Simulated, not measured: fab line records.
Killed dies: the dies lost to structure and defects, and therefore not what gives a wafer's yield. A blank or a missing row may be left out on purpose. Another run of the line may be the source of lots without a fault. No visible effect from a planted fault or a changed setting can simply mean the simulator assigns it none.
Shared-tool check    flow sky130    Sampled: 12 lots, 36 wafers

== WHY THIS WAS OPENED ==
SKY_SONOS_ONO_THK_MEAS_03, reading SONOS_ONO_CVD_02_THK: flagged on 2 of 12 lots. Wafers without a fault read 10.54 nm, standard deviation 0.12.
Rule: a lot gets a flag if all its wafers with a number sit over 4 standard deviations from that mean, or if no wafer of it has a number. All remaining lots are regarded as sound.

lot   measured      on             SONOS_ONO_CVD_02_THK (nm), wafer by wafer  flag
L504  day 11 09:43  film-metro-04  10.50 10.38 10.57                          
L505  day 11 17:34  film-metro-03  10.67 10.79 10.72                          
L509  day 13 09:48  film-metro-03  10.54 10.54 10.42                          
L513  day 14 11:58  film-metro-03  10.55 10.38 10.34                          
L512  day 14 11:59  film-metro-04  10.70 10.52 10.55                          
L514  day 15 02:15  film-metro-04  10.67 10.66 10.51                          
L515  day 15 14:44  film-metro-01  10.63 10.56 10.58                          
L516  day 15 14:44  film-metro-03  10.52 10.42 10.40                          
L517  day 16 01:17  film-metro-03  10.39 10.49 10.64                          
L518  day 16 01:17  film-metro-01  10.56 10.50 10.64                          
L525  day 18 14:23  film-metro-03  9.85 9.83 9.81                             FLAGGED
L526  day 19 15:19  film-metro-04  9.84 9.88 9.84                             FLAGGED
Average over the flagged lots: 9.84 nm; offset from the usual -0.70 nm, equal to -6 standard deviations.

== WHICH TOOL EACH LOT WENT THROUGH ==
Before the reading, the record contains 3 process steps out of a 708-step route. Every cell lists first the tool, next ch and the chambers used by the sampled wafers, and last the start.
lot   flag     SKY_VT_ADJUST_LVTN_STRIP_09           SKY_VT_ADJUST_LVTN_STRIP_20           SKY_SONOS_ONO_CVD_02
L504           plasma-asher-02 ch 0,1, day 6 18:51   plasma-asher-01 ch 0,1, day 7 14:24   lpcvd-02 ch 0, day 11 08:38
L505           plasma-asher-01 ch 0,1, day 7 02:29   plasma-asher-04 ch 0,1, day 7 20:53   lpcvd-02 ch 0, day 11 16:31
L509           plasma-asher-04 ch 0,1, day 8 03:06   plasma-asher-04 ch 0,1, day 9 00:20   lpcvd-02 ch 1, day 13 08:45
L513           plasma-asher-02 ch 0,1, day 9 08:19   plasma-asher-01 ch 0,1, day 10 06:00  lpcvd-02 ch 0, day 14 10:55
L512           plasma-asher-02 ch 0,1, day 9 03:10   plasma-asher-02 ch 0,1, day 10 01:56  lpcvd-02 ch 1, day 14 10:55
L514           plasma-asher-01 ch 0,1, day 9 13:58   plasma-asher-02 ch 0,1, day 10 13:13  lpcvd-02 ch 0, day 15 01:11
L515           plasma-asher-01 ch 0,1, day 9 22:01   plasma-asher-04 ch 0,1, day 10 20:13  lpcvd-02 ch 0, day 15 13:41
L516           plasma-asher-01 ch 0,1, day 10 05:10  plasma-asher-04 ch 1, day 11 05:10    lpcvd-02 ch 0, day 15 13:41
L517           plasma-asher-04 ch 0,1, day 10 09:52  plasma-asher-04 ch 0,1, day 11 08:39  lpcvd-02 ch 1, day 16 00:14
L518           plasma-asher-02 ch 0,1, day 10 14:56  plasma-asher-04 ch 1, day 11 15:06    lpcvd-02 ch 0, day 16 00:14
L525  FLAGGED  plasma-asher-01 ch 0,1, day 12 19:35  plasma-asher-01 ch 0,1, day 13 20:35  lpcvd-02 ch 1, day 18 13:19
L526  FLAGGED  plasma-asher-01 ch 0,1, day 13 06:25  plasma-asher-04 ch 0, day 14 07:41    lpcvd-02 ch 1, day 19 14:16
What is done by these steps:
- SKY_VT_ADJUST_LVTN_STRIP_09: strips in O2/N2.
- SKY_VT_ADJUST_LVTN_STRIP_20: strips in O2/N2.
- SKY_SONOS_ONO_CVD_02: deposits Si3N4 from DCS/NH3, target thk 10.5 nm, time 180 s.
- SKY_SONOS_ONO_THK_MEAS_03

== FLAGGED OVER TOTAL, TOOL BY TOOL (the gauges that took the reading come last) ==
step                         tool             lots run  flagged  share of the flagged lots  sound lots run after its first flagged lot
SKY_VT_ADJUST_LVTN_STRIP_09  plasma-asher-01  6         2        all                        0
SKY_VT_ADJUST_LVTN_STRIP_09  plasma-asher-02  4         0        none                       -
SKY_VT_ADJUST_LVTN_STRIP_09  plasma-asher-04  2         0        none                       -
SKY_VT_ADJUST_LVTN_STRIP_20  plasma-asher-01  3         1        some                       0
SKY_VT_ADJUST_LVTN_STRIP_20  plasma-asher-02  2         0        none                       -
SKY_VT_ADJUST_LVTN_STRIP_20  plasma-asher-04  7         1        some                       0
SKY_SONOS_ONO_CVD_02         lpcvd-02         12        2        all                        0
SKY_SONOS_ONO_THK_MEAS_03    film-metro-01    2         0        none                       -
SKY_SONOS_ONO_THK_MEAS_03    film-metro-03    6         1        some                       0
SKY_SONOS_ONO_THK_MEAS_03    film-metro-04    4         1        some                       0

== WHAT THE TABLE ALLOWS ==
Table rows that saw every flagged lot: 2, namely plasma-asher-01 at SKY_VT_ADJUST_LVTN_STRIP_09 and lpcvd-02 at SKY_SONOS_ONO_CVD_02.
- plasma-asher-01 at SKY_VT_ADJUST_LVTN_STRIP_09 ran 6 lots, 2 of them flagged. Last sound lot L516 at day 10 05:10, first flagged lot L525 at day 12 19:35; a fault beginning in between fits.
- lpcvd-02 at SKY_SONOS_ONO_CVD_02 ran 12 lots, 2 of them flagged. Last sound lot L517 at day 16 00:14, first flagged lot L525 at day 18 13:19; a fault beginning in between fits.
A lot count leaves these 2 tools indistinguishable: every one of them fits a fault beginning at some hour. More lots, or a look at what each step does to the wafer, might.

== WHAT THE SIMULATOR HAD INSERTED ==
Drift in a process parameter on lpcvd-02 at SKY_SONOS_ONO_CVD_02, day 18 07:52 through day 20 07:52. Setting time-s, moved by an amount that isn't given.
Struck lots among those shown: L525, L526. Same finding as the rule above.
